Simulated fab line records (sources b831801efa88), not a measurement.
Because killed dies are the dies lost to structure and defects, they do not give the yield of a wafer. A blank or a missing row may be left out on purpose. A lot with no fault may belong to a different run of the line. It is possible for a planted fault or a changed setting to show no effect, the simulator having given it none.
fab line records + flow gf180mcu
record:
- lots: 7
- wafers: 21
- last-day: 34
route steps=602 shown PSD@258 NSD@262 SAB@264
lots untouched by any fault: they come from a run of this same line in which no faults occurred
start-h: hours from the record's opening day to when the first of the lot's shown wafers began + wait-h: hours since the lot's step before + " repeats the value in the row above + L1.1+2: a single row standing in for several wafers + - either no value or no given start + * or withheld: withheld + < > ~ a bound
route shown NAME@n: NAME is a module with steps in the file, n the number in the route of the first one + usual: mean/standard deviation taken from wafers without a fault + same: alike in all rows + chamber/n: place in a boat + sites: each site's reading + _std_site: standard deviation of those values + _edge_site: outer sites' mean less inner sites' + radius-mm: for every site, how far away it sits from the centre of the wafer + mask NAME#n: copy n + behind: the most recent tool/chamber to have shaped the wafer + hold: cause of the lot's hold/its duration in hours/its outcome + device: transistor that didn't switch, given as n, p or np + end of line: the tests these same wafers got at the end of their route + where a step has no rows: the recipe by itself + killed: not the wafer's yield, but the dies lost to structure and defects at the first sort + map: a wafer's dies, x killed, . not, _ none there
set.NAME: the run value of the setting; set.NAME@STEP: its run value at that earlier step + model.NAME: the simulator's own value behind a step, which no gauge read
lots at selected steps of the route; one table per step, one row per wafer
services: from which hour (start-h, from the record's first day; less than 0 if before it) a tool's chamber was out of use, for how many hours, and why
== steps ==
step: GF_PSD_STRIP_10
recipe:
- chemistry: O2/N2
- power-w: 1400
- pressure-mtorr: 1500
- platen-temp-c: 250
- o2-flow-sccm: 3000
- n2-flow-sccm: 300
- overash-fraction: 0.5
usual:
- drypump-motor-current-A: 5.7/0.41
- heater-power-w: 332/29
- oes-product-au: 0.592/0.0044
- strip-time-to-endpoint-s: 16.52/0.035
| lot.wafer | tool            | chamber | start-h | wait-h | drypump-motor-current-A | heater-power-w | oes-product-au | rf-hours-counter-h | strip-time-to-endpoint-s |
|-----------|-----------------|---------|---------|--------|-------------------------|----------------|----------------|--------------------|--------------------------|
| L614.2    | plasma-asher-01 | 0       | 402.38  | 0.1    | 5.2                     | 331            | 0.588          | 69                 | 16.48                    |
| L614.3    | "               | 1       | "       | "      | 5.9                     | 337            | 0.591          | -                  | 16.53                    |
| L614.4    | "               | 0       | "       | "      | 5.2                     | 321            | 0.595          | -                  | 16.49                    |
| L615.2    | plasma-asher-01 | 0       | 411.16  | 0.1    | 5.2                     | 319            | 0.597          | 70                 | 16.53                    |
| L615.5    | "               | 0       | "       | "      | 5.2                     | 327            | 0.595          | -                  | 16.54                    |
| L615.6    | "               | 1       | "       | "      | 6.0                     | 348            | 0.588          | -                  | 16.46                    |
| L616.3    | plasma-asher-01 | 1       | 413.11  | 0.1    | 6.0                     | 348            | 0.599          | -                  | 16.56                    |
| L616.4    | "               | 0       | "       | "      | 5.2                     | 324            | 0.589          | -                  | 16.56                    |
| L616.6    | "               | 1       | "       | "      | 6.0                     | 337            | 0.595          | -                  | 16.53                    |
| L617.2    | plasma-asher-01 | 0       | 422.71  | 0.1    | 5.2                     | 328            | 0.587          | 71                 | 16.46                    |
| L617.5    | "               | 1       | "       | "      | 6.0                     | 348            | 0.589          | -                  | 16.51                    |
| L617.6    | "               | 0       | "       | "      | 5.2                     | 327            | 0.591          | -                  | 16.44                    |
| L624.2    | plasma-asher-01 | 0       | 479.98  | 0.1    | 5.2                     | 333            | 0.594          | 77                 | 16.50                    |
| L624.5    | "               | 1       | "       | "      | 5.9                     | 342            | 0.597          | -                  | 16.53                    |
| L624.6    | "               | 0       | "       | "      | 5.2                     | 331            | 0.592          | -                  | 16.50                    |
| L625.2    | plasma-asher-02 | 1       | 491.12  | 0.1    | 5.4                     | 393            | 0.589          | 73                 | 16.51                    |
| L625.3    | "               | 0       | "       | "      | 5.9                     | 305            | 0.591          | -                  | 16.52                    |
| L625.6    | "               | 1       | "       | "      | 5.4                     | 383            | 0.594          | -                  | 16.52                    |
| L628.1    | plasma-asher-01 | 1       | 509.57  | 0.1    | 6.0                     | 342            | 0.591          | 80                 | 16.55                    |
| L628.5    | "               | 1       | "       | "      | 6.0                     | 344            | 0.589          | -                  | 16.50                    |
| L628.6    | "               | 0       | "       | "      | 5.2                     | 329            | 0.598          | -                  | 16.55                    |
step: GF_PSD_TW_MEAS_11
usual:
- PSD_TW: 3200/13
| lot.wafer | tool          | chamber | start-h | wait-h | PSD_TW |
|-----------|---------------|---------|---------|--------|--------|
| L614.2    | film-metro-03 | -       | 402.49  | 0.1    | 3215   |
| L614.3    | "             | -       | "       | "      | 3220   |
| L614.4    | "             | -       | "       | "      | 3195   |
| L615.2    | film-metro-01 | -       | 411.27  | 0.1    | 3219   |
| L615.5    | "             | -       | "       | "      | 3206   |
| L615.6    | "             | -       | "       | "      | 3197   |
| L616.3    | film-metro-03 | -       | 413.19  | 0.1    | 3189   |
| L616.4    | "             | -       | "       | "      | 3196   |
| L616.6    | "             | -       | "       | "      | 3200   |
| L617.2    | film-metro-02 | -       | 422.82  | 0.1    | 3176   |
| L617.5    | "             | -       | "       | "      | 3185   |
| L617.6    | "             | -       | "       | "      | 3177   |
| L624.2    | film-metro-03 | -       | 480.09  | 0.1    | 3193   |
| L624.5    | "             | -       | "       | "      | 3203   |
| L624.6    | "             | -       | "       | "      | 3211   |
| L625.2    | film-metro-01 | -       | 491.23  | 0.1    | 3204   |
| L625.3    | "             | -       | "       | "      | 3218   |
| L625.6    | "             | -       | "       | "      | 3226   |
| L628.1    | film-metro-02 | -       | 509.67  | 0.1    | 3218   |
| L628.5    | "             | -       | "       | "      | 3215   |
| L628.6    | "             | -       | "       | "      | 3198   |
step: GF_PSD_CLEAN_12
recipe:
- chemistry: SC1/SC2
- mix: 1:4:20
- temp-c: 70
- time-s: 150
- dry: n2-spin
step: GF_PSD_RTA_13
recipe:
- temp-c: 1025
- time-s: 20
- ambient: N2
usual:
- lamp-power-pct: 33.5/2.4
- wafer_temp_C_max: 1030.0/1.4
| lot.wafer | tool          | chamber | start-h | wait-h | lamp-power-pct | wafer_temp_C_max |
|-----------|---------------|---------|---------|--------|----------------|------------------|
| L614.2    | rtp-anneal-02 | 0       | 402.62  | 0.0    | 35.4           | 1029.6           |
| L614.3    | "             | 0       | "       | "      | 35.4           | 1028.4           |
| L614.4    | "             | 0       | "       | "      | 35.4           | 1028.7           |
| L615.2    | rtp-anneal-02 | 0       | 411.38  | 0.0    | 35.4           | 1028.9           |
| L615.5    | "             | 0       | "       | "      | 35.4           | 1029.7           |
| L615.6    | "             | 0       | "       | "      | 35.4           | 1029.1           |
| L616.3    | rtp-anneal-02 | 0       | 413.36  | 0.0    | 35.5           | 1028.9           |
| L616.4    | "             | 0       | "       | "      | 35.3           | 1028.9           |
| L616.6    | "             | 0       | "       | "      | 35.4           | 1028.6           |
| L617.2    | rtp-anneal-02 | 0       | 422.93  | 0.0    | 35.4           | 1028.9           |
| L617.5    | "             | 0       | "       | "      | 35.4           | 1029.2           |
| L617.6    | "             | 0       | "       | "      | 35.4           | 1027.6           |
| L624.2    | rtp-anneal-01 | 0       | 480.20  | 0.0    | 30.4           | 1029.5           |
| L624.5    | "             | 0       | "       | "      | 30.4           | 1030.9           |
| L624.6    | "             | 0       | "       | "      | 30.4           | 1030.6           |
| L625.2    | rtp-anneal-02 | 0       | 491.35  | 0.0    | 35.3           | 1027.8           |
| L625.3    | "             | 0       | "       | "      | 35.5           | 1028.7           |
| L625.6    | "             | 0       | "       | "      | 35.4           | 1029.1           |
| L628.1    | rtp-anneal-02 | 0       | 509.79  | 0.0    | 35.4           | 1029.5           |
| L628.5    | "             | 0       | "       | "      | 35.4           | 1030.1           |
| L628.6    | "             | 0       | "       | "      | 35.5           | 1029.9           |
step: GF_PSD_RS_MEAS_14
recipe:
- thk-meas-gauge: four-point-probe
usual:
- NSD_RS: 46.12/0.1
| lot.wafer | tool          | chamber | start-h | wait-h | NSD_RS[ohm/sq] |
|-----------|---------------|---------|---------|--------|----------------|
| L614.2    | film-metro-03 | -       | 402.78  | 0.1    | 46.12          |
| L614.3    | "             | -       | "       | "      | 46.12          |
| L614.4    | "             | -       | "       | "      | 46.05          |
| L615.2    | film-metro-03 | -       | 411.47  | 0.1    | 46.16          |
| L615.5    | "             | -       | "       | "      | 45.95          |
| L615.6    | "             | -       | "       | "      | 46.05          |
| L616.3    | film-metro-02 | -       | 413.46  | 0.1    | 46.13          |
| L616.4    | "             | -       | "       | "      | 46.13          |
| L616.6    | "             | -       | "       | "      | 46.01          |
| L617.2    | film-metro-01 | -       | 423.02  | 0.1    | 46.19          |
| L617.5    | "             | -       | "       | "      | 45.98          |
| L617.6    | "             | -       | "       | "      | 46.10          |
| L624.2    | film-metro-01 | -       | 480.29  | 0.1    | 46.13          |
| L624.5    | "             | -       | "       | "      | 46.29          |
| L624.6    | "             | -       | "       | "      | 46.10          |
| L625.2    | film-metro-02 | -       | 491.43  | 0.1    | 45.92          |
| L625.3    | "             | -       | "       | "      | 46.07          |
| L625.6    | "             | -       | "       | "      | 46.12          |
| L628.1    | film-metro-02 | -       | 509.87  | 0.1    | 46.09          |
| L628.5    | "             | -       | "       | "      | 46.14          |
| L628.6    | "             | -       | "       | "      | 46.13          |
step: GF_PSD_RS_MEAS_15
recipe:
- thk-meas-gauge: four-point-probe
usual:
- PSD_RS: 108.53/0.29
| lot.wafer | tool          | chamber | start-h | wait-h | PSD_RS[ohm/sq] |
|-----------|---------------|---------|---------|--------|----------------|
| L614.2    | film-metro-03 | -       | 402.90  | 0.1    | 108.63         |
| L614.3    | "             | -       | "       | "      | 108.13         |
| L614.4    | "             | -       | "       | "      | 108.37         |
| L615.2    | film-metro-03 | -       | 411.59  | 0.1    | 108.27         |
| L615.5    | "             | -       | "       | "      | 108.29         |
| L615.6    | "             | -       | "       | "      | 108.32         |
| L616.3    | film-metro-02 | -       | 413.58  | 0.1    | 108.70         |
| L616.4    | "             | -       | "       | "      | 108.37         |
| L616.6    | "             | -       | "       | "      | 108.66         |
| L617.2    | film-metro-01 | -       | 423.14  | 0.1    | 108.57         |
| L617.5    | "             | -       | "       | "      | 108.40         |
| L617.6    | "             | -       | "       | "      | 108.14         |
| L624.2    | film-metro-01 | -       | 480.41  | 0.1    | 108.43         |
| L624.5    | "             | -       | "       | "      | 108.57         |
| L624.6    | "             | -       | "       | "      | 108.48         |
| L625.2    | film-metro-02 | -       | 491.55  | 0.1    | 108.09         |
| L625.3    | "             | -       | "       | "      | 108.31         |
| L625.6    | "             | -       | "       | "      | 108.43         |
| L628.1    | film-metro-02 | -       | 509.99  | 0.1    | 108.49         |
| L628.5    | "             | -       | "       | "      | 108.40         |
| L628.6    | "             | -       | "       | "      | 108.94         |
step: GF_SAB_CVD_00
recipe:
- material: SiO2
- target-thk-nm: 50
- precursor: TEOS
- temp-c: 400
- time-s: 4.9302
- rf-w: 600
usual:
- heater-power-w: 625/93
| lot.wafer | tool     | chamber | start-h | wait-h | heater-power-w |
|-----------|----------|---------|---------|--------|----------------|
| L614.2    | pecvd-04 | 1       | 403.00  | 0.1    | 470            |
| L614.3    | "        | 0       | "       | "      | 682            |
| L614.4    | "        | 1       | "       | "      | 465            |
| L615.2    | pecvd-03 | 0       | 411.69  | 0.1    | 524            |
| L615.5    | "        | 2       | "       | "      | 698            |
| L615.6    | "        | 0       | "       | "      | 535            |
| L616.3    | pecvd-01 | 2       | 413.66  | 0.1    | 505            |
| L616.4    | "        | 2       | "       | "      | 503            |
| L616.6    | "        | 1       | "       | "      | 607            |
| L617.2    | pecvd-01 | 2       | 423.24  | 0.1    | 527            |
| L617.5    | "        | 0       | "       | "      | 777            |
| L617.6    | "        | 1       | "       | "      | 562            |
| L624.2    | pecvd-03 | 1       | 480.51  | 0.1    | 666            |
| L624.5    | "        | 0       | "       | "      | 584            |
| L624.6    | "        | 1       | "       | "      | 678            |
| L625.2    | pecvd-04 | 2       | 491.65  | 0.1    | 682            |
| L625.3    | "        | 1       | "       | "      | 487            |
| L625.6    | "        | 0       | "       | "      | 706            |
| L628.1    | pecvd-04 | 2       | 510.11  | 0.1    | 603            |
| L628.5    | "        | 2       | "       | "      | 615            |
| L628.6    | "        | 0       | "       | "      | 752            |
step: GF_SAB_THK_MEAS_01
recipe:
- reads: SiO2_of_SAB_CVD_00
usual:
- SAB_CVD_00_THK: 49.7/0.71
| lot.wafer | tool          | chamber | start-h | wait-h | SAB_CVD_00_THK[nm] |
|-----------|---------------|---------|---------|--------|--------------------|
| L614.2    | film-metro-02 | -       | 403.03  | 0.0    | 49.9               |
| L614.3    | "             | -       | "       | "      | 49.1               |
| L614.4    | "             | -       | "       | "      | 50.7               |
| L615.2    | film-metro-02 | -       | 411.72  | 0.0    | 49.5               |
| L615.5    | "             | -       | "       | "      | 49.4               |
| L615.6    | "             | -       | "       | "      | 49.6               |
| L616.3    | film-metro-03 | -       | 413.70  | 0.0    | 49.0               |
| L616.4    | "             | -       | "       | "      | 50.1               |
| L616.6    | "             | -       | "       | "      | 50.5               |
| L617.2    | film-metro-02 | -       | 423.27  | 0.0    | 48.7               |
| L617.5    | "             | -       | "       | "      | 49.9               |
| L617.6    | "             | -       | "       | "      | 49.8               |
| L624.2    | film-metro-03 | -       | 480.54  | 0.0    | 50.2               |
| L624.5    | "             | -       | "       | "      | 50.4               |
| L624.6    | "             | -       | "       | "      | 51.0               |
| L625.2    | film-metro-03 | -       | 491.68  | 0.0    | 48.4               |
| L625.3    | "             | -       | "       | "      | 49.2               |
| L625.6    | "             | -       | "       | "      | 50.8               |
| L628.1    | film-metro-04 | -       | 510.13  | 0.0    | 49.1               |
| L628.5    | "             | -       | "       | "      | 49.4               |
| L628.6    | "             | -       | "       | "      | 50.6               |
step: GF_SAB_DEHYDRATE_02
recipe:
- temp-c: 200
- time-s: 60
step: GF_SAB_HMDS_03
recipe:
- prime-time-s: 60
- prime-temp-c: 120
step: GF_SAB_COAT_04
recipe:
- resist: NOVOLAK
- spin-rpm: 3000
- resist-thk-nm: 1000
step: GF_SAB_SOFTBAKE_05
recipe:
- temp-c: 90
- time-s: 60
- resist: NOVOLAK
step: GF_SAB_EXPOSE_06
recipe:
- mask-id: SAB
- target-cd-nm: 420
- na: 0.6
- source-shape: conventional
- sigma-outer: 0.6
- dose-mj: 140
usual:
- exposure-dose-mJ-cm2: 139.95/0.14
- focus-offset-nm: 0.0/0.55
| lot.wafer | tool             | chamber | start-h | wait-h | mask  | exposure-dose-mJ-cm2 | focus-offset-nm |
|-----------|------------------|---------|---------|--------|-------|----------------------|-----------------|
| L614.2    | iline-stepper-01 | -       | 414.52  | -      | SAB#0 | -                    | -               |
| L614.3    | "                | -       | "       | "      | SAB#0 | -                    | -               |
| L614.4    | "                | -       | "       | "      | SAB#0 | -                    | -               |
| L615.2    | iline-stepper-02 | -       | 423.96  | -      | SAB#0 | -                    | -               |
| L615.5    | "                | -       | "       | "      | SAB#0 | -                    | -               |
| L615.6    | "                | -       | "       | "      | SAB#0 | -                    | -               |
| L616.3    | iline-stepper-02 | -       | 425.54  | -      | SAB#0 | -                    | -               |
| L616.4    | "                | -       | "       | "      | SAB#0 | -                    | -               |
| L616.6    | "                | -       | "       | "      | SAB#0 | -                    | -               |
| L617.2    | iline-stepper-01 | 0       | 435.69  | -      | SAB#0 | 139.99               | -1.3            |
| L617.5    | "                | 0       | "       | "      | SAB#0 | 139.92               | -0.6            |
| L617.6    | "                | 0       | "       | "      | SAB#0 | 140.01               | -0.8            |
| L624.2    | iline-stepper-01 | 0       | 492.43  | -      | SAB#0 | 140.00               | -0.2            |
| L624.5    | "                | 0       | "       | "      | SAB#0 | 139.78               | 0.0             |
| L624.6    | "                | 0       | "       | "      | SAB#0 | 139.77               | -0.2            |
| L625.2    | iline-stepper-01 | 0       | 503.76  | -      | SAB#0 | 139.95               | 0.4             |
| L625.3    | "                | 0       | "       | "      | SAB#0 | 139.84               | 0.6             |
| L625.6    | "                | 0       | "       | "      | SAB#0 | 139.94               | 0.2             |
| L628.1    | iline-stepper-01 | 0       | 522.15  | -      | SAB#0 | 139.95               | 0.2             |
| L628.5    | "                | 0       | "       | "      | SAB#0 | 140.27               | -0.5            |
| L628.6    | "                | 0       | "       | "      | SAB#0 | 139.83               | 0.4             |
step: GF_SAB_PEB_07
recipe:
- temp-c: withheld
- time-s: *
- resist: NOVOLAK
== services ==
| tool             | chamber | start-h | hours | kind        |
|------------------|---------|---------|-------|-------------|
| pecvd-03         | 0       | 382.88  | -     | clean       |
| pecvd-03         | 1       | 382.88  | -     | clean       |
| pecvd-03         | 2       | 382.88  | -     | clean       |
| iline-stepper-01 | -       | 415.00  | 15.3  | repair      |
| iline-stepper-01 | -       | 419.91  | 5.3   | repair      |
| pecvd-03         | 0       | 443.86  | 15.1  | repair      |
| iline-stepper-02 | -       | 461.51  | 7.0   | repair      |
| iline-stepper-02 | 0       | 468.57  | -     | calibration |
| pecvd-03         | -       | 471.07  | 6.0   | pm          |
| plasma-asher-01  | -       | 501.59  | 2.8   | pm          |
| pecvd-04         | -       | 511.77  | 0.5   | repair      |
| plasma-asher-01  | -       | 515.56  | 2.4   | repair      |
== key ==
first-sign:
- step: GF_SAB_EXPOSE_06
- reading: tool-record
- direction: missing
effect none on later readings
met-at GF_SAB_EXPOSE_06
struck-wafers L614.2,L614.3,L614.4,L615.2,L615.5,L615.6,L616.3,L616.4,L616.6
later-rows-left-out L614.2,L614.3,L614.4,L615.2,L615.5,L615.6,L616.3,L616.4,L616.6
sort-left-out L614.2,L614.3,L614.4,L615.2,L615.5,L615.6,L616.3,L616.4,L616.6
tester-left-out L614,L615,L616
fault:
- kind: skipped-step-whole
- tool: iline-stepper-01,iline-stepper-02
- chamber: -
- onset-h: 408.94
- steps: GF_SAB_EXPOSE_06
- scope: struck-lots-only
tester-left-out: of these lots the tester's yield and bins aren't shown, on N5 and GAA mostly nor the transistor test; their killed dies are dies lost to structure and defects alone, not to doping, threshold or leakage, so they don't give the yield
sort-left-out: the simulated sort isn't trusted on such a fault, so these wafers' sort isn't shown, and their yield isn't known
later-rows-left-out: the simulator's readings of these wafers behind a module that went badly wrong aren't trusted and aren't shown, but for the sort
